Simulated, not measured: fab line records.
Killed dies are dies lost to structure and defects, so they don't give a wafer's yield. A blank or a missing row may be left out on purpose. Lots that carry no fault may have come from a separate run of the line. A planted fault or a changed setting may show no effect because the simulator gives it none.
The tool behind it: which one? || flow sfq-line || at 1 step of a route of 325, 15 lots with 45 wafers sampled

## WHAT THE GAUGES READ, wafer by wafer
The record holds no reading of a measuring or inspecting step that can be judged against a usual standard deviation.

## WHICH TOOL RAN EACH LOT (tool, then ch and the chambers of the sampled wafers, then the start)
{"lot": "L461", "SFQ_TRILAYER_M6_BARC_OPEN_METAL_ETCH_206": "rie-metal-03 ch 0,1, day 77 13:35"}
{"lot": "L462", "SFQ_TRILAYER_M6_BARC_OPEN_METAL_ETCH_206": "rie-metal-02 ch 0,1, day 77 15:59"}
{"lot": "L468", "SFQ_TRILAYER_M6_BARC_OPEN_METAL_ETCH_206": "rie-metal-02 ch 0,1, day 78 18:22"}
{"lot": "L469", "SFQ_TRILAYER_M6_BARC_OPEN_METAL_ETCH_206": "rie-metal-01 ch 0,1, day 79 00:23"}
{"lot": "L470", "SFQ_TRILAYER_M6_BARC_OPEN_METAL_ETCH_206": "rie-metal-01 ch 0,1, day 79 05:30"}
{"lot": "L471", "SFQ_TRILAYER_M6_BARC_OPEN_METAL_ETCH_206": "rie-metal-02 ch 0,1, day 79 17:05"}
{"lot": "L472", "SFQ_TRILAYER_M6_BARC_OPEN_METAL_ETCH_206": "rie-metal-01 ch 0,1, day 80 05:25"}
{"lot": "L473", "SFQ_TRILAYER_M6_BARC_OPEN_METAL_ETCH_206": "rie-metal-02 ch 0,1, day 80 07:48"}
{"lot": "L474", "SFQ_TRILAYER_M6_BARC_OPEN_METAL_ETCH_206": "rie-metal-02 ch 0,1, day 80 10:05"}
{"lot": "L477", "SFQ_TRILAYER_M6_BARC_OPEN_METAL_ETCH_206": "rie-metal-03 ch 0,1, day 82 03:59"}
{"lot": "L478", "SFQ_TRILAYER_M6_BARC_OPEN_METAL_ETCH_206": "rie-metal-02 ch 1, day 82 19:33"}
{"lot": "L479", "SFQ_TRILAYER_M6_BARC_OPEN_METAL_ETCH_206": "rie-metal-03 ch 0,1, day 82 20:43"}
{"lot": "L480", "SFQ_TRILAYER_M6_BARC_OPEN_METAL_ETCH_206": "rie-metal-01 ch 0,1, day 82 23:07"}
{"lot": "L481", "SFQ_TRILAYER_M6_BARC_OPEN_METAL_ETCH_206": "rie-metal-01 ch 0,1, day 84 20:29"}
{"lot": "L483", "SFQ_TRILAYER_M6_BARC_OPEN_METAL_ETCH_206": "rie-metal-03 ch 0,1, day 86 07:28"}
- SFQ_TRILAYER_M6_BARC_OPEN_METAL_ETCH_206: etches BARC in O2, target depth 125 nm, time 41.7 s.

## WHAT THE TOOLS THEMSELVES READ (means of the sampled wafers that have a number; where no wafer has one, the mark that the record gives instead)
SFQ_TRILAYER_M6_BARC_OPEN_METAL_ETCH_206. Usual: drypump-motor-current-A 5.7 A, standard deviation 0.46; oes-product-au 0.680 a.u., standard deviation 0.005; run-length-s 70.2 s, standard deviation 0.78.
{"lot": "L461", "tool": "rie-metal-03", "drypump-motor-current-A (A)": 5.3, "oes-product-au (a.u.)": 0.678, "run-length-s (s)": 70.1, "flag": ""}
{"lot": "L462", "tool": "rie-metal-02", "drypump-motor-current-A (A)": 6.2, "oes-product-au (a.u.)": 0.679, "run-length-s (s)": 69.7, "flag": ""}
{"lot": "L468", "tool": "rie-metal-02", "drypump-motor-current-A (A)": 6.2, "oes-product-au (a.u.)": 0.679, "run-length-s (s)": 70.5, "flag": ""}
{"lot": "L469", "tool": "rie-metal-01", "drypump-motor-current-A (A)": 5.7, "oes-product-au (a.u.)": 0.676, "run-length-s (s)": 70.5, "flag": ""}
{"lot": "L470", "tool": "rie-metal-01", "drypump-motor-current-A (A)": 5.5, "oes-product-au (a.u.)": 0.674, "run-length-s (s)": 69.9, "flag": ""}
{"lot": "L471", "tool": "rie-metal-02", "drypump-motor-current-A (A)": 6.2, "oes-product-au (a.u.)": 0.706, "run-length-s (s)": 68.5, "flag": "OFF"}
{"lot": "L472", "tool": "rie-metal-01", "drypump-motor-current-A (A)": 5.7, "oes-product-au (a.u.)": 0.680, "run-length-s (s)": 70.2, "flag": ""}
{"lot": "L473", "tool": "rie-metal-02", "drypump-motor-current-A (A)": 6.1, "oes-product-au (a.u.)": 0.704, "run-length-s (s)": 68.6, "flag": "OFF"}
{"lot": "L474", "tool": "rie-metal-02", "drypump-motor-current-A (A)": 6.2, "oes-product-au (a.u.)": 0.729, "run-length-s (s)": 66.5, "flag": "OFF"}
{"lot": "L477", "tool": "rie-metal-03", "drypump-motor-current-A (A)": 5.3, "oes-product-au (a.u.)": 0.680, "run-length-s (s)": 69.9, "flag": ""}
{"lot": "L478", "tool": "rie-metal-02", "drypump-motor-current-A (A)": 6.3, "oes-product-au (a.u.)": 0.679, "run-length-s (s)": 69.6, "flag": ""}
{"lot": "L479", "tool": "rie-metal-03", "drypump-motor-current-A (A)": 5.3, "oes-product-au (a.u.)": 0.682, "run-length-s (s)": 70.1, "flag": ""}
{"lot": "L480", "tool": "rie-metal-01", "drypump-motor-current-A (A)": 5.6, "oes-product-au (a.u.)": 0.688, "run-length-s (s)": 69.9, "flag": ""}
{"lot": "L481", "tool": "rie-metal-01", "drypump-motor-current-A (A)": 5.5, "oes-product-au (a.u.)": 0.682, "run-length-s (s)": 70.0, "flag": ""}
{"lot": "L483", "tool": "rie-metal-03", "drypump-motor-current-A (A)": 5.0, "oes-product-au (a.u.)": 0.681, "run-length-s (s)": 70.0, "flag": ""}

## THE ANSWER, worked out from the rows above alone
Rule: a lot is off if the mean of its wafers that have a number lies more than 3 standard deviations from the usual mean. Also off: a lot with no number at a reading for which 4 or more lots have one. All remaining lots with rows at the step are treated as sound. First the gauges in route order, then the tools' own readings, where a lot's mean is used as printed above. The first step at which some lot is off is used, and at that step the reading that is off furthest; a lot without a number counts as furthest.
Off: L471, L473, L474 (SFQ_TRILAYER_M6_BARC_OPEN_METAL_ETCH_206, oes-product-au).
If a tool, at that step or one of the process steps before it, ran each lot that is off and ran no sound lot following the first of them, it fits. None of those tried fits.

## WHAT WAS PUT IN BY THE SIMULATOR
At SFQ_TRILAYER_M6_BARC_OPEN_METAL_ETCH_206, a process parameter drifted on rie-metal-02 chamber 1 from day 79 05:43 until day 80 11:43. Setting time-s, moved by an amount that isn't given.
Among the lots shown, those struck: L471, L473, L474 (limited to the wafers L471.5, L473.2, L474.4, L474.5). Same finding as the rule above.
